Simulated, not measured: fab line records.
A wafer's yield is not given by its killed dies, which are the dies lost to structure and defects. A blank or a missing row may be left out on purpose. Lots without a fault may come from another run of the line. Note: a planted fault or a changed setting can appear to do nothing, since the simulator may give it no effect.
fab line records ; flow sky130
[record] lots = 7; wafers = 21; last-day = 50
route steps=708 shown VIA4@660 METAL5@661
lots that met no fault: from a run of the same line without faults
start-h: the number of hours between the record's first day and the start of the first shown wafer of the lot ; wait-h: hours elapsed since this lot's preceding step ; " as in the row above ; L1.1+2: one row covering several wafers at once ; - no value, or no start was given ; * or withheld: withheld ; < > ~ a bound
route shown NAME@n: names a module that has steps shown in the file, with the first one's number in the route ; usual: the fault-free wafers' mean and standard deviation ; same: alike in all rows ; chamber/n: place in a boat ; sites: the reading at each site ; _std_site: standard deviation of those values ; _edge_site: outer sites' mean less inner sites' ; radius-mm: how far each site lies from the wafer's centre ; mask NAME#n: copy n ; behind: tool/chamber where the wafer was last shaped ; hold: reason for holding the lot/hours on hold/outcome of the hold ; device: the n, p or np transistor that did not switch ; end of line: the route-end tests of the same wafers ; for a step that has no rows: nothing shown but its recipe ; killed: count of dies lost to structure and defects at first sort (not the wafer's yield) ; map: per-die view of a wafer (x killed, . not killed, _ where there is no die)
set.NAME: the setting as run; set.NAME@STEP: as run at that earlier step ; model.NAME: the simulator's own value behind a step, which no gauge read
lots at some steps of the route; a table a step, a row a wafer
services: from which hour (start-h, from the record's first day; less than 0 if before it) a tool's chamber was out of use, for how many hours, and why
[[steps]]
[step SKY_VIA4_CMP_21]
[recipe] stop-on = SiO2; t-overpolish-s = 25; down-force-psi = 3.5; platen-rpm = 60; target-thk-nm = 0; pad-velocity-m-s = 0.94248
[usual] head-pressure-psi = 3.499/0.0064; motor-current-A = 10.9/0.95; overpolish-run-s = 25.000/0.009; time-to-endpoint-s = 120/5
lot.wafer;tool;chamber;start-h;wait-h;head-pressure-psi;motor-current-A;overpolish-run-s;time-to-endpoint-s
L746.3;cmp-02;1;1004.44;0.1;3.494;10.7;25.007;125
L746.4;cmp-02;3;1004.44;0.1;3.500;10.7;24.992;126
L746.6;cmp-02;1;1004.44;0.1;3.502;10.5;24.999;127
L751.4;cmp-02;1;1038.44;0.2;3.497;10.8;25.006;123
L751.3;cmp-02;2;1038.44;0.2;3.502;11.0;25.003;120
L751.5;cmp-02;0;1038.44;0.2;3.494;10.8;25.005;117
L752.4;cmp-01;1;1050.16;0.2;3.494;9.4;25.012;123
L752.2;cmp-01;2;1050.16;0.2;3.505;12.4;25.005;125
L752.6;cmp-01;2;1050.16;0.2;3.498;12.9;25.014;126
L753.1;cmp-01;3;1050.46;0.2;3.502;10.8;25.005;122
L753.4;cmp-01;0;1050.46;0.2;3.498;10.7;24.997;121
L753.3;cmp-01;2;1050.46;0.2;3.501;12.6;25.006;119
L756.4;cmp-01;1;1071.39;0.1;3.505;9.8;25.008;124
L756.1;cmp-01;3;1071.39;0.1;3.506;11.1;25.008;129
L756.6;cmp-01;1;1071.39;0.1;3.500;9.3;25.010;123
L762.1;cmp-02;0;1121.32;0.1;3.496;10.3;25.007;112
L762.6;cmp-02;3;1121.32;0.1;3.495;10.5;24.993;118
L762.5;cmp-02;0;1121.32;0.1;3.482;10.4;24.991;113
L767.4;cmp-02;3;1142.93;0.0;3.495;11.2;25.002;114
L767.2;cmp-02;0;1142.93;0.0;3.492;9.4;25.008;112
L767.6;cmp-02;3;1142.93;0.0;3.501;10.6;24.985;114
[step SKY_METAL5_SPUTTER_00]
[recipe] material = Ti; target-thk-nm = 15; power-w = 3000; time-s = 10; chamber-pressure-pa = 0.4
[usual] throttle-valve-pct = 29.9/1.1
lot.wafer;tool;chamber;start-h;wait-h;throttle-valve-pct
L746.3;pvd-sputter-01;-;1004.74;0.2;31.3
L746.4;pvd-sputter-01;-;1004.74;0.2;27.7
L746.6;pvd-sputter-01;-;1004.74;0.2;27.7
L751.3;pvd-sputter-02;-;1038.69;0.1;29.8
L751.4;pvd-sputter-02;-;1038.69;0.1;29.1
L751.5;pvd-sputter-02;-;1038.69;0.1;29.0
L752.2;pvd-sputter-02;-;1050.46;0.2;29.0
L752.4;pvd-sputter-02;-;1050.46;0.2;30.4
L752.6;pvd-sputter-02;-;1050.46;0.2;30.4
L753.1;pvd-sputter-01;-;1050.76;0.2;30.3
L753.3;pvd-sputter-01;-;1050.76;0.2;31.8
L753.4;pvd-sputter-01;-;1050.76;0.2;31.1
L756.1;pvd-sputter-02;-;1071.64;0.1;28.9
L756.4;pvd-sputter-02;-;1071.64;0.1;30.5
L756.6;pvd-sputter-02;-;1071.64;0.1;30.3
L762.1;pvd-sputter-02;-;1121.57;0.2;28.9
L762.5;pvd-sputter-02;-;1121.57;0.2;30.2
L762.6;pvd-sputter-02;-;1121.57;0.2;30.5
L767.2;pvd-sputter-03;-;1143.23;0.2;31.3
L767.4;pvd-sputter-03;-;1143.23;0.2;29.0
L767.6;pvd-sputter-03;-;1143.23;0.2;29.2
[step SKY_METAL5_SPUTTER_01]
[recipe] material = TiN; target-thk-nm = 20; power-w = 6500; time-s = 16.7; chamber-pressure-pa = 0.4
[usual] throttle-valve-pct = 29.9/1.1
lot.wafer;tool;chamber;start-h;wait-h;throttle-valve-pct
L746.3;pvd-sputter-01;-;1004.76;0.0;31.0
L746.4;pvd-sputter-01;-;1004.76;0.0;27.5
L746.6;pvd-sputter-01;-;1004.76;0.0;28.0
L751.3;pvd-sputter-02;-;1038.71;0.0;29.5
L751.4;pvd-sputter-02;-;1038.71;0.0;28.8
L751.5;pvd-sputter-02;-;1038.71;0.0;28.7
L752.2;pvd-sputter-02;-;1050.48;0.0;28.9
L752.4;pvd-sputter-02;-;1050.48;0.0;30.4
L752.6;pvd-sputter-02;-;1050.48;0.0;30.3
L753.1;pvd-sputter-01;-;1050.78;0.0;30.8
L753.3;pvd-sputter-01;-;1050.78;0.0;31.8
L753.4;pvd-sputter-01;-;1050.78;0.0;31.3
L756.1;pvd-sputter-02;-;1071.66;0.0;29.0
L756.4;pvd-sputter-02;-;1071.66;0.0;30.7
L756.6;pvd-sputter-02;-;1071.66;0.0;30.3
L762.1;pvd-sputter-02;-;1121.59;0.0;28.7
L762.5;pvd-sputter-02;-;1121.59;0.0;30.2
L762.6;pvd-sputter-02;-;1121.59;0.0;30.5
L767.2;pvd-sputter-03;-;1143.25;0.0;31.1
L767.4;pvd-sputter-03;-;1143.25;0.0;29.0
L767.6;pvd-sputter-03;-;1143.25;0.0;29.0
[step SKY_METAL5_SPUTTER_02]
[recipe] material = AlCu; target-thk-nm = 1150; power-w = 10600; time-s = 61.2; chamber-pressure-pa = 0.4
[usual] throttle-valve-pct = 29.9/1.1
lot.wafer;tool;chamber;start-h;wait-h;throttle-valve-pct
L746.3;pvd-sputter-01;-;1004.79;0.0;31.0
L746.4;pvd-sputter-01;-;1004.79;0.0;28.2
L746.6;pvd-sputter-01;-;1004.79;0.0;28.2
L751.3;pvd-sputter-02;-;1038.74;0.0;29.8
L751.4;pvd-sputter-02;-;1038.74;0.0;28.9
L751.5;pvd-sputter-02;-;1038.74;0.0;28.4
L752.2;pvd-sputter-02;-;1050.51;0.0;28.8
L752.4;pvd-sputter-02;-;1050.51;0.0;30.3
L752.6;pvd-sputter-02;-;1050.51;0.0;30.2
L753.1;pvd-sputter-01;-;1050.81;0.0;30.4
L753.3;pvd-sputter-01;-;1050.81;0.0;31.6
L753.4;pvd-sputter-01;-;1050.81;0.0;31.1
L756.1;pvd-sputter-02;-;1071.69;0.0;29.0
L756.4;pvd-sputter-02;-;1071.69;0.0;30.1
L756.6;pvd-sputter-02;-;1071.69;0.0;30.4
L762.1;pvd-sputter-02;-;1121.62;0.0;28.8
L762.5;pvd-sputter-02;-;1121.62;0.0;30.2
L762.6;pvd-sputter-02;-;1121.62;0.0;30.6
L767.2;pvd-sputter-03;-;1143.28;0.0;31.2
L767.4;pvd-sputter-03;-;1143.28;0.0;29.1
L767.6;pvd-sputter-03;-;1143.28;0.0;29.2
[step SKY_METAL5_SPUTTER_03]
[recipe] material = Ti; target-thk-nm = 5; power-w = 3000; time-s = 3.3; chamber-pressure-pa = 0.4
[step SKY_METAL5_SPUTTER_04]
[recipe] material = TiN; target-thk-nm = 70; power-w = 6500; time-s = 58.3; chamber-pressure-pa = 0.4
[usual] throttle-valve-pct = 29.9/1.1
lot.wafer;tool;chamber;start-h;wait-h;throttle-valve-pct
L746.3;pvd-sputter-01;-;1004.86;0.0;31.0
L746.4;pvd-sputter-01;-;1004.86;0.0;28.2
L746.6;pvd-sputter-01;-;1004.86;0.0;27.9
L751.3;pvd-sputter-02;-;1038.81;0.0;29.7
L751.4;pvd-sputter-02;-;1038.81;0.0;28.9
L751.5;pvd-sputter-02;-;1038.81;0.0;29.0
L752.2;pvd-sputter-02;-;1050.58;0.0;29.2
L752.4;pvd-sputter-02;-;1050.58;0.0;30.2
L752.6;pvd-sputter-02;-;1050.58;0.0;30.5
L753.1;pvd-sputter-01;-;1050.88;0.0;30.6
L753.3;pvd-sputter-01;-;1050.88;0.0;31.8
L753.4;pvd-sputter-01;-;1050.88;0.0;31.3
L756.1;pvd-sputter-02;-;1071.76;0.0;28.8
L756.4;pvd-sputter-02;-;1071.76;0.0;30.7
L756.6;pvd-sputter-02;-;1071.76;0.0;30.3
L762.1;pvd-sputter-02;-;1121.69;0.0;28.8
L762.5;pvd-sputter-02;-;1121.69;0.0;29.9
L762.6;pvd-sputter-02;-;1121.69;0.0;30.4
L767.2;pvd-sputter-03;-;1143.35;0.0;31.2
L767.4;pvd-sputter-03;-;1143.35;0.0;29.0
L767.6;pvd-sputter-03;-;1143.35;0.0;29.2
[step SKY_METAL5_RS_MEAS_05]
[recipe] thk-meas-gauge = four-point-probe; reads = TiN_of_METAL5_SPUTTER_04+Ti_of_METAL5_SPUTTER_03+AlCu_of_METAL5_SPUTTER_02+TiN_of_METAL5_SPUTTER_01+Ti_of_METAL5_SPUTTER_00
[usual] METAL5_ALCU_RS = 0.0270/0.00033
lot.wafer;tool;chamber;start-h;wait-h;METAL5_ALCU_RS[ohm/sq]
L746.3;film-metro-02;-;1004.95;0.1;0.0269
L746.4;film-metro-02;-;1004.95;0.1;0.0270
L746.6;film-metro-02;-;1004.95;0.1;0.0270
L751.3;film-metro-02;-;1038.89;0.1;0.0265
L751.4;film-metro-02;-;1038.89;0.1;0.0268
L751.5;film-metro-02;-;1038.89;0.1;0.0266
L752.2;film-metro-03;-;1050.65;0.0;0.0264
L752.4;film-metro-03;-;1050.65;0.0;0.0263
L752.6;film-metro-03;-;1050.65;0.0;0.0264
L753.1;film-metro-04;-;1050.93;0.0;0.0277
L753.3;film-metro-04;-;1050.93;0.0;0.0277
L753.4;film-metro-04;-;1050.93;0.0;0.0271
L756.1;film-metro-02;-;1071.81;0.0;0.0267
L756.4;film-metro-02;-;1071.81;0.0;0.0266
L756.6;film-metro-02;-;1071.81;0.0;0.0270
L762.1;film-metro-03;-;1121.73;0.0;0.0269
L762.5;film-metro-03;-;1121.73;0.0;0.0270
L762.6;film-metro-03;-;1121.73;0.0;0.0270
L767.2;film-metro-02;-;1143.41;0.0;0.0270
L767.4;film-metro-02;-;1143.41;0.0;0.0267
L767.6;film-metro-02;-;1143.41;0.0;0.0270
[step SKY_METAL5_THK_MEAS_06]
[recipe] thk-meas-gauge = xrf; reads = AlCu_of_METAL5_SPUTTER_02
[usual] METAL5_ALCU_THK = 1184/15
lot.wafer;tool;chamber;start-h;wait-h;METAL5_ALCU_THK[nm]
L746.3;film-metro-02;-;1005.05;0.1;1166
L746.4;film-metro-02;-;1005.05;0.1;1177
L746.6;film-metro-02;-;1005.05;0.1;1169
L751.3;film-metro-02;-;1038.99;0.1;1201
L751.4;film-metro-02;-;1038.99;0.1;1192
L751.5;film-metro-02;-;1038.99;0.1;1199
L752.2;film-metro-03;-;1050.76;0.1;1201
L752.4;film-metro-03;-;1050.76;0.1;1204
L752.6;film-metro-03;-;1050.76;0.1;1200
L753.1;film-metro-04;-;1051.05;0.1;1151
L753.3;film-metro-04;-;1051.05;0.1;1157
L753.4;film-metro-04;-;1051.05;0.1;1172
L756.1;film-metro-02;-;1071.93;0.1;1198
L756.4;film-metro-02;-;1071.93;0.1;1199
L756.6;film-metro-02;-;1071.93;0.1;1184
L762.1;film-metro-03;-;1121.85;0.1;1196
L762.5;film-metro-03;-;1121.85;0.1;1185
L762.6;film-metro-03;-;1121.85;0.1;1187
L767.2;film-metro-02;-;1143.52;0.1;1176
L767.4;film-metro-02;-;1143.52;0.1;1194
L767.6;film-metro-02;-;1143.52;0.1;1185
[step SKY_METAL5_DEHYDRATE_07]
[recipe] temp-c = 200; time-s = 60
[step SKY_METAL5_HMDS_08]
[recipe] prime-time-s = 60; prime-temp-c = 120
[step SKY_METAL5_COAT_09]
[recipe] resist = NOVOLAK; spin-rpm = 3000; resist-thk-nm = 1800
[step SKY_METAL5_SOFTBAKE_10]
[recipe] temp-c = 90; time-s = 60; resist = NOVOLAK
[step SKY_METAL5_EXPOSE_11]
[recipe] mask-id = MM5; na = 0.6; source-shape = conventional; sigma-outer = 0.6; polarization = unpolarized; target-cd-nm = 1600; dose-mj = 190
[usual] exposure-dose-mJ-cm2 = 190.03/0.19; focus-offset-nm = -0.1/0.53; reticle-temp-C = 23.00/0.11
lot.wafer;tool;chamber;start-h;wait-h;mask;exposure-dose-mJ-cm2;focus-offset-nm;reticle-temp-C
L746.3;iline-stepper-02;0;1015.93;-;MM5#0;189.51;0.6;22.96
L746.4;iline-stepper-02;0;1015.93;-;MM5#0;189.82;0.2;22.85
L746.6;iline-stepper-02;0;1015.93;-;MM5#0;189.97;-0.2;23.02
L751.3;iline-stepper-02;-;1050.73;-;MM5#0;-;-;-
L751.4;iline-stepper-02;-;1050.73;-;MM5#0;-;-;-
L751.5;iline-stepper-02;-;1050.73;-;MM5#0;-;-;-
L752.2;iline-stepper-01;-;1060.61;-;MM5#0;-;-;-
L752.4;iline-stepper-01;-;1060.61;-;MM5#0;-;-;-
L752.6;iline-stepper-01;-;1060.61;-;MM5#0;-;-;-
L753.1;iline-stepper-01;-;1061.17;-;MM5#0;-;-;-
L753.3;iline-stepper-01;-;1061.17;-;MM5#0;-;-;-
L753.4;iline-stepper-01;-;1061.17;-;MM5#0;-;-;-
L756.1;iline-stepper-01;0;1081.99;-;MM5#0;190.18;0.0;23.03
L756.4;iline-stepper-01;0;1081.99;-;MM5#0;190.44;-0.8;22.99
L756.6;iline-stepper-01;0;1081.99;-;MM5#0;190.29;0.7;22.87
L762.1;iline-stepper-01;0;1131.34;-;MM5#0;190.27;0.5;23.06
L762.5;iline-stepper-01;0;1131.34;-;MM5#0;189.87;-0.1;23.18
L762.6;iline-stepper-01;0;1131.34;-;MM5#0;190.33;0.8;23.10
L767.2;iline-stepper-02;0;1152.51;-;MM5#0;190.14;0.5;22.87
L767.4;iline-stepper-02;0;1152.51;-;MM5#0;190.00;-0.7;22.91
L767.6;iline-stepper-02;0;1152.51;-;MM5#0;190.07;-0.4;23.08
[step SKY_METAL5_PEB_12]
[recipe] temp-c = withheld; time-s = *; resist = NOVOLAK
[[services]]
tool;chamber;start-h;hours;kind
cmp-01;-;1002.27;7.2;pm
cmp-01;-;1037.00;1.1;repair
cmp-02;-;1042.69;8.5;pm
iline-stepper-02;0;1048.19;-;calibration
pvd-sputter-03;-;1071.31;1.5;repair
iline-stepper-01;0;1075.12;-;calibration
cmp-02;-;1084.24;4.0;pm
pvd-sputter-01;-;1088.18;4.3;repair
cmp-02;-;1088.24;-;consumable-replace:conditioner
cmp-02;-;1088.24;-;consumable-replace:pad
pvd-sputter-01;-;1119.64;1.0;repair
iline-stepper-01;-;1123.11;5.2;repair
iline-stepper-02;-;1129.76;1.7;pm
pvd-sputter-02;-;1133.81;5.9;repair
pvd-sputter-01;-;1145.43;5.0;repair
[[key]]
[first-sign] step = SKY_METAL5_EXPOSE_11; reading = tool-record; direction = missing
effect none on later readings
met-at SKY_METAL5_EXPOSE_11
struck-wafers L751.3,L751.4,L751.5,L752.2,L752.4,L752.6,L753.1,L753.3,L753.4
later-rows-left-out L751.3,L751.4,L751.5,L752.2,L752.4,L752.6,L753.1,L753.3,L753.4
sort-left-out L751.3,L751.4,L751.5,L752.2,L752.4,L752.6,L753.1,L753.3,L753.4
onset-between 1015.93 1050.73
[fault] kind = skipped-step-whole; tool = iline-stepper-01,iline-stepper-02; chamber = -; onset-h = 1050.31; steps = SKY_METAL5_EXPOSE_11; scope = struck-lots-only
// sort-left-out: the simulated sort isn't trusted on such a fault, so these wafers' sort isn't shown, and their yield isn't known
// later-rows-left-out: the simulator's readings of these wafers behind a module that went badly wrong aren't trusted and aren't shown, but for the sort
